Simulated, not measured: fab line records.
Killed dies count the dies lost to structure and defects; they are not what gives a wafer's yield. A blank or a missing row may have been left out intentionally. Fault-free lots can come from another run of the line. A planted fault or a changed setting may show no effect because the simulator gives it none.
Matching of chambers | flow sfq_line | 4 sister chambers for SFQ_TRILAYER_I2_CMP_CMP_064 on cmp-02
The step polishes SiO2. 16 wafers are shown with their chamber, then 8 later ones without.

== WAFERS PAIRED WITH THEIR CHAMBERS ==
wafer  | chamber | motor_current_A (A) | time_to_endpoint_s (s)
L225.1 | 1       | 9.4                 | 213
L225.5 | 2       | 9.6                 | 214
L225.6 | 3       | 10.8                | 212
L232.3 | 3       | 10.9                | 203
L232.2 | 1       | 9.4                 | 208
L232.5 | 3       | 10.5                | 214
L238.1 | 3       | 10.6                | 204
L238.2 | 1       | 9.8                 | 208
L238.5 | 3       | 10.4                | 208
L240.2 | 0       | 11.2                | 201
L240.4 | 3       | 9.9                 | 218
L240.5 | 1       | 9.4                 | 212
L242.4 | 3       | 11.2                | 200
L242.5 | 1       | 9.1                 | 203
L242.6 | 0       | 10.2                | 198
L245.2 | 2       | 8.9                 | 213

SIGNATURES, as means of the wafers listed above
reading            | chamber 0 | chamber 1 | chamber 2 | chamber 3 | scatter within a chamber
motor_current_A    | 10.700    | 9.420     | 9.250     | 10.614    | 0.41
time_to_endpoint_s | 199.50    | 208.80    | 213.50    | 208.43    | 5.19
Rule: for a wafer and a chamber, the distance is found by dividing, reading by reading, the gap between the wafer's reading and the chamber's mean by the reading's scatter, squaring, summing and taking the root. If the next closest chamber is less than 2 further off than the closest, the wafer can't be placed; otherwise it belongs to the closest. The scatter: the root of (the sum of the squares of (reading less its chamber's mean) over the shown wafers, divided by (wafers less chambers)).

== WAFERS WITH NO CHAMBER GIVEN ==
wafer  | motor_current_A (A) | time_to_endpoint_s (s)
L245.3 | 10.3                | 206
L245.5 | 9.4                 | 212
L246.2 | 9.5                 | 208
L246.4 | 10.4                | 208
L246.6 | 11.0                | 204
L248.1 | 9.4                 | 216
L248.2 | 9.4                 | 210
L248.4 | 10.8                | 201

== EACH ONE'S CHAMBER ==
wafer  | from the rows above          | in truth
L245.3 | can't be placed: 3 or 0 or 1 | 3
L245.5 | can't be placed: 2 or 1      | 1
L246.2 | can't be placed: 1 or 2      | 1
L246.4 | can't be placed: 3 or 0 or 1 | 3
L246.6 | can't be placed: 0 or 3      | 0
L248.1 | can't be placed: 2 or 1      | 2
L248.2 | can't be placed: 1 or 2      | 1
L248.4 | can't be placed: 0 or 3      | 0
0 of 8 placed correctly. Cannot be placed on the basis of these rows: 8; the candidates contain the true chamber in 8. Number placed wrongly: 0.
